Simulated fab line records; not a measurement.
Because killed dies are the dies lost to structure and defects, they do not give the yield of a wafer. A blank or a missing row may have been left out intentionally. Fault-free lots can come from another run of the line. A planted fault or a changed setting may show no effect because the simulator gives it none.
A struck lot beside a sound one    flow sky130    31 out of 708 route steps
Sound: the wafers L768.2, L768.3, L768.5. The struck wafers were L780.1, L780.2, L780.5. Last of all comes the cause.
Each step with rows lists, per side, the tool, then ch with its chambers, then its first start. Under that, the readings that differ: sound wafers    struck wafers    difference of the means    sigmas: that difference in standard deviations of wafers without a fault.
alike: same words and numbers on both sides, and readings whose means sit less than 2 such deviations apart. not compared: any withheld reading, any reading some wafer has no value for, any bound like >300 that may hide the same value, and any number with overlapping values for which the record gives no deviation.
The two part at a step that has a row with sigmas, a row that says differs or no value, or rows on one side only. Numbers that have no deviation but don't overlap get no sigmas and don't part them. A reading that every wafer of one side lacks parts them only if that side has two wafers or more.

SKY_PWDE_OVL_MEAS_07:
  sound on overlay-01, day 3 19:53; struck on overlay-02, day 6 17:17
  alike: PWDE_OVL
after that, 1 step had no rows for these wafers: SKY_PWDE_IMPLANT_08.
SKY_PWDE_STRIP_09: strips in O2/N2.
  sound on plasma_asher-02 ch 0,1, day 3 20:04; struck on plasma_asher-04 ch 0,1, day 6 17:28
  alike: drypump_motor_current_A, o2_flow_sccm, oes_product_au, strip_time_to_endpoint_s
  not compared: rf_hours_counter_h
SKY_PWDE_TW_MEAS_10:
  sound on film_metro-02, day 3 20:11; struck on film_metro-01, day 6 17:34
reading  sound              struck             difference  sigmas
PWDE_TW  374.9 375.2 376.3  368.5 368.1 368.6  -7.1        -3
then, 7 steps without rows for these wafers: SKY_NWELL_DEHYDRATE_03 (time 60 s); SKY_NWELL_HMDS_04 (prime time 60 s); SKY_NWELL_COAT_05 (resist thk 3000 nm); SKY_NWELL_SOFTBAKE_06; SKY_NWELL_EXPOSE_07 (exposes mask NWM, target cd 840 nm); SKY_NWELL_PEB_08; SKY_NWELL_DEVELOP_09 (develop time 60 s).
SKY_NWELL_OVL_MEAS_10:
  sound on overlay-02, day 4 12:50; struck on overlay-02, day 7 13:19
  alike: NWELL_00_OVL
SKY_NWELL_IMPLANT_11:
  sound on implanter-01 ch 0, day 4 12:54; struck on implanter-04 ch 0, day 7 13:22
reading                    sound              struck             difference  sigmas
implant_ion_amu            31 31 31           75 75 75           +44         
model.implant.rp_nm (nm)   501 501 501        219.5 219.5 219.5  -281.5      
model.implant.drp_nm (nm)  116.9 116.9 116.9  74.43 74.43 74.43  -42.47      
  alike: beam_energy_keV
then, 2 steps without rows for these wafers: SKY_NWELL_IMPLANT_12; SKY_NWELL_IMPLANT_13.
SKY_NWELL_STRIP_14: strips in O2/N2.
  sound on plasma_asher-01 ch 0,1, day 4 13:19; struck on plasma_asher-03 ch 0,1, day 7 13:49
reading                       sound              struck             difference  sigmas
strip_time_to_endpoint_s (s)  37.08 37.12 36.99  36.80 36.78 36.77  -0.28       -3
  alike: drypump_motor_current_A, o2_flow_sccm, oes_product_au
  not compared: rf_hours_counter_h
SKY_NWELL_TW_MEAS_15:
  sound on film_metro-04, day 4 13:26; struck on film_metro-02, day 7 13:55
reading   sound           struck          difference  sigmas
NWELL_TW  1823 1818 1823  2812 2801 2806  +985        +76
then, 7 steps without rows for these wafers: SKY_NWELL_DEHYDRATE_16 (time 60 s); SKY_NWELL_HMDS_17 (prime time 60 s); SKY_NWELL_COAT_18 (resist thk 3000 nm); SKY_NWELL_SOFTBAKE_19; SKY_NWELL_EXPOSE_20 (exposes mask NWM COMPLEMENT, target cd 840 nm); SKY_NWELL_PEB_21; SKY_NWELL_DEVELOP_22 (develop time 60 s).
SKY_NWELL_OVL_MEAS_23:
  sound on overlay-01, day 5 06:56; struck on overlay-02, day 8 09:32
  alike: NWELL_01_OVL
after that, 1 step had no rows for these wafers: SKY_NWELL_IMPLANT_24.
SKY_NWELL_STRIP_25: strips in O2/N2.
  sound on plasma_asher-03 ch 0,1, day 5 07:07; struck on plasma_asher-03 ch 0,1, day 8 09:43
  alike: drypump_motor_current_A, o2_flow_sccm, oes_product_au, strip_time_to_endpoint_s
  not compared: rf_hours_counter_h
SKY_NWELL_TW_MEAS_26:
  sound on film_metro-01, day 5 07:14; struck on film_metro-01, day 8 09:49
  alike: NWELL_2_TW
then, 1 step without rows for these wafers: SKY_NWELL_CLEAN_27 (cleans in SC1/SC2, time 150 s).
SKY_NWELL_RTA_28: time 30 s.
  sound on rtp_anneal-02 ch 0, day 5 07:21; struck on rtp_anneal-02 ch 0, day 8 09:56
  alike: lamp_power_pct, wafer_temp_C_max
SKY_NWELL_RS_MEAS_29: measures by four-point-probe.
  sound on film_metro-04, day 5 07:27; struck on film_metro-04, day 8 10:02
reading            sound              struck             difference  sigmas
NWELL_RS (ohm/sq)  626.3 626.2 625.4  839.7 840.2 840.0  +214.0      +99 or more

WHERE THEY PART
First at SKY_PWDE_TW_MEAS_10; last, within this record, at SKY_NWELL_RS_MEAS_29.

WHY: whatever the simulator had introduced
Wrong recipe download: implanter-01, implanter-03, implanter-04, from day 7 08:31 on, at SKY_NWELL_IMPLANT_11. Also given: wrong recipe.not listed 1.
